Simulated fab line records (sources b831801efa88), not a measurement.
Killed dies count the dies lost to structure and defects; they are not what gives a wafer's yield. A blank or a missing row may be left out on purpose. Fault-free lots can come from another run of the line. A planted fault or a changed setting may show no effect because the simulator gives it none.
fab line records / flow sky130 / part 2 of 2: steps 40 to 44 of 44
[record] lots = 6 wafers = 18 last_day = 50
route steps=708 shown LDD_LDN@292 SPACER@304 POLY_CUT@307 SD_P@320 RES_XHIGH@332 SALICIDE@361 PAD_OPEN@708
lots with no fault: from the same line, run without faults
start_h: start of the lot's first displayed wafer, in hours after the record's first day / wait_h: time in hours since the lot's previous step / " same as the row above / L1.1+2: a row that stands for several wafers / - either no value or no given start / * or withheld: withheld / < > ~ a bound
route shown NAME@n: a module of which the file shows steps, and the number in the route of the first / usual: the fault-free wafers' mean and standard deviation / same: alike in all rows / chamber/n: place in a boat / sites: readings site by site / _std_site: the standard deviation of these / _edge_site: mean of outer sites minus mean of inner sites / radius_mm: for every site, how far away it sits from the centre of the wafer / mask NAME#n: copy n / behind: the most recent tool/chamber to have shaped the wafer / hold: why the lot went on hold/how many hours it stayed there/how the hold came to an end / device: which transistor (n, p or np) failed to switch / end of line: at the end of the route, the tests of the same wafers / for a step that has no rows: nothing shown but its recipe / killed: dies that structure and defects cost at the first sort, which is not the same as the wafer's yield / map: a wafer's dies, x killed, . not, _ none there
set.NAME: the setting that was run; set.NAME@STEP: the one run at that earlier step / model.NAME: the simulator's own value behind a step, which no gauge read
lots seen at some steps along the route; tables by step, rows by wafer
services: a tool's chamber out of use, with start hour (start_h, from the record's first day; less than 0 if before it), hours out, and reason
[[steps]]
[step SKY_SD_P_TW_MEAS_11]
[usual] SD_P_TW = 2821/25
lot.wafer=L407.2 tool=film_metro-04 chamber=- start_h=612.81 wait_h=0.1 SD_P_TW=2798
lot.wafer=L407.3 tool=film_metro-04 chamber=- start_h=612.81 wait_h=0.1 SD_P_TW=2793
lot.wafer=L407.4 tool=film_metro-04 chamber=- start_h=612.81 wait_h=0.1 SD_P_TW=2795
lot.wafer=L410.4 tool=film_metro-03 chamber=- start_h=623.76 wait_h=0.1 SD_P_TW=2835
lot.wafer=L410.5 tool=film_metro-03 chamber=- start_h=623.76 wait_h=0.1 SD_P_TW=2817
lot.wafer=L410.6 tool=film_metro-03 chamber=- start_h=623.76 wait_h=0.1 SD_P_TW=2832
lot.wafer=L411.2 tool=film_metro-02 chamber=- start_h=633.94 wait_h=0.1 SD_P_TW=2804
lot.wafer=L411.4 tool=film_metro-02 chamber=- start_h=633.94 wait_h=0.1 SD_P_TW=2820
lot.wafer=L411.5 tool=film_metro-02 chamber=- start_h=633.94 wait_h=0.1 SD_P_TW=2813
lot.wafer=L413.2 tool=film_metro-03 chamber=- start_h=649.84 wait_h=0.1 SD_P_TW=2830
lot.wafer=L413.4 tool=film_metro-03 chamber=- start_h=649.84 wait_h=0.1 SD_P_TW=2842
lot.wafer=L413.5 tool=film_metro-03 chamber=- start_h=649.84 wait_h=0.1 SD_P_TW=2850
lot.wafer=L425.2 tool=film_metro-04 chamber=- start_h=765.16 wait_h=0.1 SD_P_TW=2800
lot.wafer=L425.4 tool=film_metro-04 chamber=- start_h=765.16 wait_h=0.1 SD_P_TW=2819
lot.wafer=L425.6 tool=film_metro-04 chamber=- start_h=765.16 wait_h=0.1 SD_P_TW=2807
lot.wafer=L423.4 tool=film_metro-04 chamber=- start_h=766.51 wait_h=0.1 SD_P_TW=2817
lot.wafer=L423.5 tool=film_metro-04 chamber=- start_h=766.51 wait_h=0.1 SD_P_TW=2812
lot.wafer=L423.6 tool=film_metro-04 chamber=- start_h=766.51 wait_h=0.1 SD_P_TW=2820
[step SKY_RES_XHIGH_DEHYDRATE_00]
[recipe] temp_c = 200 time_s = 60
[step SKY_RES_XHIGH_HMDS_01]
[recipe] prime_time_s = 60 prime_temp_c = 120
[step SKY_SALICIDE_CLEAN_00]
[recipe] chemistry = HF-last time_s = 30 dilution = 100:1 dry = ipa_marangoni
lot.wafer=L407.2 tool=wet_bench-02 chamber=2 start_h=671.26 wait_h=0.1 model.Si3N4_of_SPACER_CVD_00.thk_nm=42.58
lot.wafer=L407.3 tool=wet_bench-02 chamber=2 start_h=671.26 wait_h=0.1 model.Si3N4_of_SPACER_CVD_00.thk_nm=42.5
lot.wafer=L407.4 tool=wet_bench-02 chamber=2 start_h=671.26 wait_h=0.1 model.Si3N4_of_SPACER_CVD_00.thk_nm=42.23
lot.wafer=L410.4 tool=wet_bench-04 chamber=2 start_h=681.62 wait_h=0.0 model.Si3N4_of_SPACER_CVD_00.thk_nm=41.86
lot.wafer=L410.5 tool=wet_bench-04 chamber=2 start_h=681.62 wait_h=0.0 model.Si3N4_of_SPACER_CVD_00.thk_nm=41.87
lot.wafer=L410.6 tool=wet_bench-04 chamber=2 start_h=681.62 wait_h=0.0 model.Si3N4_of_SPACER_CVD_00.thk_nm=41.79
lot.wafer=L411.2 tool=wet_bench-03 chamber=2 start_h=692.18 wait_h=0.1 model.Si3N4_of_SPACER_CVD_00.thk_nm=51.4
lot.wafer=L411.4 tool=wet_bench-03 chamber=2 start_h=692.18 wait_h=0.1 model.Si3N4_of_SPACER_CVD_00.thk_nm=51.75
lot.wafer=L411.5 tool=wet_bench-03 chamber=2 start_h=692.18 wait_h=0.1 model.Si3N4_of_SPACER_CVD_00.thk_nm=51.78
lot.wafer=L413.2 tool=wet_bench-02 chamber=2 start_h=708.92 wait_h=0.1 model.Si3N4_of_SPACER_CVD_00.thk_nm=50.75
lot.wafer=L413.4 tool=wet_bench-02 chamber=2 start_h=708.92 wait_h=0.1 model.Si3N4_of_SPACER_CVD_00.thk_nm=50.7
lot.wafer=L413.5 tool=wet_bench-02 chamber=2 start_h=708.92 wait_h=0.1 model.Si3N4_of_SPACER_CVD_00.thk_nm=50.99
lot.wafer=L425.2+6 tool=wet_bench-03 chamber=0 start_h=818.71 wait_h=0.1 model.Si3N4_of_SPACER_CVD_00.thk_nm=42.41
lot.wafer=L425.4 tool=wet_bench-03 chamber=0 start_h=818.71 wait_h=0.1 model.Si3N4_of_SPACER_CVD_00.thk_nm=42.37
lot.wafer=L423.4 tool=wet_bench-03 chamber=0 start_h=820.33 wait_h=0.0 model.Si3N4_of_SPACER_CVD_00.thk_nm=42.09
lot.wafer=L423.5 tool=wet_bench-03 chamber=0 start_h=820.33 wait_h=0.0 model.Si3N4_of_SPACER_CVD_00.thk_nm=42.39
lot.wafer=L423.6 tool=wet_bench-03 chamber=0 start_h=820.33 wait_h=0.0 model.Si3N4_of_SPACER_CVD_00.thk_nm=42.56
[step SKY_PAD_OPEN_PROBE_99]
lot.wafer=L407.2 tool=prober-01 chamber=- start_h=1094.51 wait_h=0.1 model.etest.pfet_01v8.r_on_ohm_um=2784 model.etest.nfet_g5v0d10v5.r_on_ohm_um=1880 model.etest.sonos_uncharged.r_on_ohm_um=842.1 model.etest.pfet_01v8.drive_ua_um=203.4 model.etest.sram_pfet_latch.drive_ua_um=146.6 model.etest.pfet_01v8_hvt.drive_ua_um=152.2 model.etest.pfet_01v8_mvt.drive_ua_um=159.1 model.etest.pfet_01v8_lvt.drive_ua_um=179.1
lot.wafer=L407.3 tool=prober-01 chamber=- start_h=1094.56 wait_h=0.2 model.etest.pfet_01v8.r_on_ohm_um=2866 model.etest.nfet_g5v0d10v5.r_on_ohm_um=1925 model.etest.sonos_uncharged.r_on_ohm_um=847.1 model.etest.pfet_01v8.drive_ua_um=195.3 model.etest.sram_pfet_latch.drive_ua_um=136.2 model.etest.pfet_01v8_hvt.drive_ua_um=146 model.etest.pfet_01v8_mvt.drive_ua_um=155.5 model.etest.pfet_01v8_lvt.drive_ua_um=176.7
lot.wafer=L407.4 tool=prober-01 chamber=- start_h=1094.61 wait_h=0.2 model.etest.pfet_01v8.r_on_ohm_um=2792 model.etest.nfet_g5v0d10v5.r_on_ohm_um=1903 model.etest.sonos_uncharged.r_on_ohm_um=840.4 model.etest.pfet_01v8.drive_ua_um=202.3 model.etest.sram_pfet_latch.drive_ua_um=143.9 model.etest.pfet_01v8_hvt.drive_ua_um=149.4 model.etest.pfet_01v8_mvt.drive_ua_um=157.4 model.etest.pfet_01v8_lvt.drive_ua_um=179
lot.wafer=L410.4 tool=prober-02 chamber=- start_h=1100.28 wait_h=0.2 model.etest.pfet_01v8.r_on_ohm_um=2929 model.etest.nfet_g5v0d10v5.r_on_ohm_um=1907 model.etest.sonos_uncharged.r_on_ohm_um=805.5 model.etest.pfet_01v8.drive_ua_um=191.1 model.etest.sram_pfet_latch.drive_ua_um=139.6 model.etest.pfet_01v8_hvt.drive_ua_um=142.4 model.etest.pfet_01v8_mvt.drive_ua_um=149.6 model.etest.pfet_01v8_lvt.drive_ua_um=176.1
lot.wafer=L410.5 tool=prober-02 chamber=- start_h=1100.33 wait_h=0.2 model.etest.pfet_01v8.r_on_ohm_um=2880 model.etest.nfet_g5v0d10v5.r_on_ohm_um=1885 model.etest.sonos_uncharged.r_on_ohm_um=818.4 model.etest.pfet_01v8.drive_ua_um=191.6 model.etest.sram_pfet_latch.drive_ua_um=138.6 model.etest.pfet_01v8_hvt.drive_ua_um=141.9 model.etest.pfet_01v8_mvt.drive_ua_um=150 model.etest.pfet_01v8_lvt.drive_ua_um=175.2
lot.wafer=L410.6 tool=prober-02 chamber=- start_h=1100.38 wait_h=0.2 model.etest.pfet_01v8.r_on_ohm_um=2916 model.etest.nfet_g5v0d10v5.r_on_ohm_um=1887 model.etest.sonos_uncharged.r_on_ohm_um=814.5 model.etest.pfet_01v8.drive_ua_um=189.8 model.etest.sram_pfet_latch.drive_ua_um=139.5 model.etest.pfet_01v8_hvt.drive_ua_um=138.7 model.etest.pfet_01v8_mvt.drive_ua_um=147.8 model.etest.pfet_01v8_lvt.drive_ua_um=173.5
lot.wafer=L411.2 tool=prober-01 chamber=- start_h=1113.62 wait_h=0.1 model.etest.pfet_01v8.r_on_ohm_um=3142 model.etest.nfet_g5v0d10v5.r_on_ohm_um=1910 model.etest.sonos_uncharged.r_on_ohm_um=852 model.etest.pfet_01v8.drive_ua_um=179.3 model.etest.sram_pfet_latch.drive_ua_um=134.8 model.etest.pfet_01v8_hvt.drive_ua_um=131.4 model.etest.pfet_01v8_mvt.drive_ua_um=145.1 model.etest.pfet_01v8_lvt.drive_ua_um=168.6
lot.wafer=L411.4 tool=prober-01 chamber=- start_h=1113.72 wait_h=0.2 model.etest.pfet_01v8.r_on_ohm_um=3197 model.etest.nfet_g5v0d10v5.r_on_ohm_um=1931 model.etest.sonos_uncharged.r_on_ohm_um=868.2 model.etest.pfet_01v8.drive_ua_um=172.9 model.etest.sram_pfet_latch.drive_ua_um=128.8 model.etest.pfet_01v8_hvt.drive_ua_um=125.8 model.etest.pfet_01v8_mvt.drive_ua_um=142.8 model.etest.pfet_01v8_lvt.drive_ua_um=166.7
lot.wafer=L411.5 tool=prober-01 chamber=- start_h=1113.77 wait_h=0.2 model.etest.pfet_01v8.r_on_ohm_um=3180 model.etest.nfet_g5v0d10v5.r_on_ohm_um=1925 model.etest.sonos_uncharged.r_on_ohm_um=858.1 model.etest.pfet_01v8.drive_ua_um=177.3 model.etest.sram_pfet_latch.drive_ua_um=137.4 model.etest.pfet_01v8_hvt.drive_ua_um=132.1 model.etest.pfet_01v8_mvt.drive_ua_um=144.8 model.etest.pfet_01v8_lvt.drive_ua_um=169.9
lot.wafer=L413.2 tool=prober-01 chamber=- start_h=1122.22 wait_h=0.1 model.etest.pfet_01v8.r_on_ohm_um=3068 model.etest.nfet_g5v0d10v5.r_on_ohm_um=1939 model.etest.sonos_uncharged.r_on_ohm_um=879.1 model.etest.pfet_01v8.drive_ua_um=186 model.etest.sram_pfet_latch.drive_ua_um=134.2 model.etest.pfet_01v8_hvt.drive_ua_um=135.1 model.etest.pfet_01v8_mvt.drive_ua_um=151 model.etest.pfet_01v8_lvt.drive_ua_um=170.8
lot.wafer=L413.4 tool=prober-01 chamber=- start_h=1122.32 wait_h=0.2 model.etest.pfet_01v8.r_on_ohm_um=3080 model.etest.nfet_g5v0d10v5.r_on_ohm_um=1943 model.etest.sonos_uncharged.r_on_ohm_um=867.4 model.etest.pfet_01v8.drive_ua_um=183.2 model.etest.sram_pfet_latch.drive_ua_um=133.3 model.etest.pfet_01v8_hvt.drive_ua_um=134.7 model.etest.pfet_01v8_mvt.drive_ua_um=150.5 model.etest.pfet_01v8_lvt.drive_ua_um=169.7
lot.wafer=L413.5 tool=prober-01 chamber=- start_h=1122.37 wait_h=0.2 model.etest.pfet_01v8.r_on_ohm_um=3081 model.etest.nfet_g5v0d10v5.r_on_ohm_um=1964 model.etest.sonos_uncharged.r_on_ohm_um=855.9 model.etest.pfet_01v8.drive_ua_um=182.3 model.etest.sram_pfet_latch.drive_ua_um=138.2 model.etest.pfet_01v8_hvt.drive_ua_um=134.9 model.etest.pfet_01v8_mvt.drive_ua_um=149.2 model.etest.pfet_01v8_lvt.drive_ua_um=167.4
lot.wafer=L425.2 tool=prober-01 chamber=- start_h=1192.40 wait_h=0.1 model.etest.pfet_01v8.r_on_ohm_um=2973 model.etest.nfet_g5v0d10v5.r_on_ohm_um=1864 model.etest.sonos_uncharged.r_on_ohm_um=818.1 model.etest.pfet_01v8.drive_ua_um=187.2 model.etest.sram_pfet_latch.drive_ua_um=130.7 model.etest.pfet_01v8_hvt.drive_ua_um=138.4 model.etest.pfet_01v8_mvt.drive_ua_um=147.8 model.etest.pfet_01v8_lvt.drive_ua_um=178.5
lot.wafer=L425.4 tool=prober-01 chamber=- start_h=1192.50 wait_h=0.2 model.etest.pfet_01v8.r_on_ohm_um=2987 model.etest.nfet_g5v0d10v5.r_on_ohm_um=1875 model.etest.sonos_uncharged.r_on_ohm_um=835.7 model.etest.pfet_01v8.drive_ua_um=185.6 model.etest.sram_pfet_latch.drive_ua_um=136.5 model.etest.pfet_01v8_hvt.drive_ua_um=139 model.etest.pfet_01v8_mvt.drive_ua_um=146.8 model.etest.pfet_01v8_lvt.drive_ua_um=178.7
lot.wafer=L425.6 tool=prober-01 chamber=- start_h=1192.60 wait_h=0.2 model.etest.pfet_01v8.r_on_ohm_um=2967 model.etest.nfet_g5v0d10v5.r_on_ohm_um=1874 model.etest.sonos_uncharged.r_on_ohm_um=817.3 model.etest.pfet_01v8.drive_ua_um=185.3 model.etest.sram_pfet_latch.drive_ua_um=138.4 model.etest.pfet_01v8_hvt.drive_ua_um=136.1 model.etest.pfet_01v8_mvt.drive_ua_um=146.4 model.etest.pfet_01v8_lvt.drive_ua_um=176.3
lot.wafer=L423.4 tool=prober-02 chamber=- start_h=1198.43 wait_h=0.2 model.etest.pfet_01v8.r_on_ohm_um=2814 model.etest.nfet_g5v0d10v5.r_on_ohm_um=1893 model.etest.sonos_uncharged.r_on_ohm_um=804.5 model.etest.pfet_01v8.drive_ua_um=199.9 model.etest.sram_pfet_latch.drive_ua_um=147.3 model.etest.pfet_01v8_hvt.drive_ua_um=149.3 model.etest.pfet_01v8_mvt.drive_ua_um=153.4 model.etest.pfet_01v8_lvt.drive_ua_um=177
lot.wafer=L423.5 tool=prober-02 chamber=- start_h=1198.48 wait_h=0.2 model.etest.pfet_01v8.r_on_ohm_um=2970 model.etest.nfet_g5v0d10v5.r_on_ohm_um=1930 model.etest.sonos_uncharged.r_on_ohm_um=834.3 model.etest.pfet_01v8.drive_ua_um=186.7 model.etest.sram_pfet_latch.drive_ua_um=142.6 model.etest.pfet_01v8_hvt.drive_ua_um=138.8 model.etest.pfet_01v8_mvt.drive_ua_um=150.2 model.etest.pfet_01v8_lvt.drive_ua_um=174.2
lot.wafer=L423.6 tool=prober-02 chamber=- start_h=1198.53 wait_h=0.2 model.etest.pfet_01v8.r_on_ohm_um=2904 model.etest.nfet_g5v0d10v5.r_on_ohm_um=1917 model.etest.sonos_uncharged.r_on_ohm_um=826.9 model.etest.pfet_01v8.drive_ua_um=189 model.etest.sram_pfet_latch.drive_ua_um=139.5 model.etest.pfet_01v8_hvt.drive_ua_um=140.5 model.etest.pfet_01v8_mvt.drive_ua_um=149.6 model.etest.pfet_01v8_lvt.drive_ua_um=174.2
// killed by level:class
L407.2 CONTACT:geometric_particle:open=15 VIA1:geometric_particle:open=11 VIA2:geometric_particle:open=9 METAL3:geometric_particle:short=7 VIA1:geometric_particle:short=5 LI_CONTACT:geometric_particle:open=4 METAL1:geometric_particle:short=4 VIA2:geometric_particle:short=4
L407.3 VIA1:geometric_particle:open=11 POLY_GATE:geometric_particle:short=10 CONTACT:geometric_particle:short=8 METAL1:geometric_particle:short=5 LOCAL_INTERCONNECT:geometric_particle:open=4 CONTACT:geometric_particle:open=4 VIA1:geometric_particle:short=4 FIELD_ISO:geometric_particle:short=3
L407.4 VIA1:geometric_particle:open=13 CONTACT:geometric_particle:open=10 LI_CONTACT:geometric_particle:open=8 VIA1:geometric_particle:short=8 VIA2:geometric_particle:open=6 METAL1:geometric_particle:short=4 VIA2:geometric_particle:short=4 VIA3:geometric_particle:open=4
L410.4 LI_CONTACT:geometric_particle:open=12 CONTACT:geometric_particle:open=12 METAL2:geometric_particle:short=8 VIA1:geometric_particle:short=6 METAL1:geometric_particle:short=5 FIELD_ISO:geometric_particle:open=4 VIA2:geometric_particle:short=4 VIA3:geometric_particle:open=3
L410.5 LI_CONTACT:geometric_particle:open=9 CONTACT:geometric_particle:open=8 FIELD_ISO:geometric_particle:short=7 VIA1:geometric_particle:open=7 POLY_GATE:geometric_particle:open=6 VIA2:geometric_particle:open=6 VIA3:geometric_particle:open=5 POLY_GATE:geometric_particle:short=4
L410.6 VIA1:geometric_particle:open=15 CONTACT:geometric_particle:open=10 LI_CONTACT:geometric_particle:open=8 CONTACT:geometric_particle:short=7 VIA3:geometric_particle:open=6 FIELD_ISO:geometric_particle:open=5 METAL2:geometric_particle:short=5 METAL3:geometric_particle:short=5
L425.2 VIA1:geometric_particle:open=10 CONTACT:geometric_particle:short=8 VIA1:geometric_particle:short=8 CONTACT:geometric_particle:open=7 LI_CONTACT:geometric_particle:open=7 METAL2:geometric_particle:short=6 FIELD_ISO:geometric_particle:open=5 POLY_GATE:geometric_particle:open=5
L425.4 CONTACT:geometric_particle:open=13 VIA3:geometric_particle:short=8 LI_CONTACT:geometric_particle:open=7 VIA1:geometric_particle:open=7 FIELD_ISO:geometric_particle:open=6 METAL1:geometric_particle:short=5 METAL2:geometric_particle:short=5 FIELD_ISO:geometric_particle:short=4
L425.6 VIA1:geometric_particle:open=10 LI_CONTACT:geometric_particle:open=6 METAL2:geometric_particle:short=6 POLY_GATE:geometric_particle:open=5 CONTACT:geometric_particle:short=5 CONTACT:geometric_particle:open=5 METAL1:geometric_particle:short=5 VIA2:geometric_particle:open=5
L423.4 LI_CONTACT:geometric_particle:open=12 METAL1:geometric_particle:short=9 VIA3:geometric_particle:open=7 CONTACT:geometric_particle:open=7 VIA1:geometric_particle:open=7 VIA2:geometric_particle:open=7 POLY_GATE:geometric_particle:open=6 LI_CONTACT:geometric_particle:short=4
L423.5 CONTACT:geometric_particle:open=10 VIA1:geometric_particle:open=7 VIA3:geometric_particle:open=6 LI_CONTACT:geometric_particle:open=6 VIA1:geometric_particle:short=6 METAL1:geometric_particle:short=5 POLY_GATE:geometric_particle:short=4 POLY_GATE:geometric_particle:open=4
L423.6 VIA1:geometric_particle:open=10 VIA2:geometric_particle:open=8 VIA3:geometric_particle:open=7 CONTACT:geometric_particle:open=7 VIA1:geometric_particle:short=6 LI_CONTACT:geometric_particle:open=6 CONTACT:geometric_particle:short=6 POLY_GATE:geometric_particle:open=5
[[services]]
tool=plasma_asher-03 chamber=- start_h=542.06 hours=0.7 kind=repair
tool=wet_bench-03 chamber=- start_h=548.74 hours=2.2 kind=repair
tool=rie_diel-04 chamber=2 start_h=549.65 hours=3.1 kind=repair
tool=rie_diel-03 chamber=1 start_h=550.03 hours=5.7 kind=repair
tool=plasma_asher-02 chamber=- start_h=550.25 hours=4.6 kind=repair
tool=rie_diel-01 chamber=2 start_h=553.64 hours=15.2 kind=repair
tool=plasma_asher-03 chamber=- start_h=586.73 hours=3.1 kind=repair
tool=lpcvd-02 chamber=- start_h=616.72 hours=0.8 kind=repair
tool=rie_diel-02 chamber=- start_h=620.15 hours=0.3 kind=repair
tool=rie_diel-02 chamber=2 start_h=624.10 hours=4.5 kind=repair
tool=plasma_asher-03 chamber=- start_h=629.14 hours=1.8 kind=repair
tool=plasma_asher-03 chamber=- start_h=654.65 hours=7.1 kind=repair
tool=plasma_asher-04 chamber=- start_h=685.78 hours=0.7 kind=repair
tool=rie_diel-01 chamber=3 start_h=686.73 hours=1.7 kind=repair
tool=rie_diel-01 chamber=3 start_h=694.75 hours=5.0 kind=repair
tool=plasma_asher-01 chamber=- start_h=705.27 hours=3.0 kind=repair
tool=rie_diel-01 chamber=1 start_h=708.59 hours=7.1 kind=repair
tool=plasma_asher-03 chamber=- start_h=710.59 hours=2.8 kind=pm
tool=rie_diel-02 chamber=2 start_h=720.69 hours=4.6 kind=repair
tool=plasma_asher-04 chamber=- start_h=733.75 hours=9.0 kind=pm
tool=lpcvd-02 chamber=- start_h=776.63 hours=1.1 kind=repair
tool=rie_diel-01 chamber=1 start_h=802.71 hours=4.0 kind=repair
tool=plasma_asher-03 chamber=- start_h=807.09 hours=1.6 kind=repair
tool=plasma_asher-01 chamber=- start_h=811.22 hours=5.8 kind=repair
[[key]]
[first_sign] step = SKY_SPACER_CVD_00 reading = susceptor_temp_C direction = up sigmas = 28 usual = * struck = *
[effect] step = SKY_SPACER_CVD_00 reading = spike_tc_centre_C direction = up sigmas = 11 usual = 770.3 struck = 781.2
[effect] step = SKY_SPACER_THK_MEAS_01 reading = SPACER_CVD_00_THK direction = up sigmas = 23 usual = 43.0 struck = 52.2
[effect] step = SKY_SPACER_ETCHBACK_02 reading = oes_product_au direction = up sigmas = 15 usual = 0.854 struck = 0.951
[model_effect] step = SKY_SPACER_CVD_00 value = Si3N4_of_SPACER_CVD_00.thk_nm without = 42.8 struck = 52.2
[model_effect] step = SKY_SPACER_ETCHBACK_02 value = etch.depth_nm without = 42.8 struck = 52.2
[model_effect] step = SKY_SALICIDE_CLEAN_00 value = Si3N4_of_SPACER_CVD_00.thk_nm without = 41.83 struck = 51.23
[model_effect] step = SKY_PAD_OPEN_PROBE_99 value = etest.pfet_01v8.r_on_ohm_um without = 2847 struck = 3125
met_at SKY_SPACER_CVD_00
struck_wafers L411.2,L411.4,L411.5,L413.2,L413.4,L413.5
sort_left_out L411.2,L411.4,L411.5,L413.2,L413.4,L413.5
tester_left_out L411,L413
onset_between 563.82 573.95
[fault] kind = process_parameter_drift tool = lpcvd-02 chamber = 1 onset_h = 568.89 steps = SKY_SPACER_CVD_00 channel = temp_c offset = * shape = step end_h = 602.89 acts_in = * stated = *
// tester_left_out: of these lots the tester's yield and bins aren't shown, on N5 and GAA mostly nor the transistor test; their killed dies are dies lost to structure and defects alone, not to doping, threshold or leakage, so they don't give the yield
// sort_left_out: the simulated sort isn't trusted on such a fault, so these wafers' sort isn't shown, and their yield isn't known
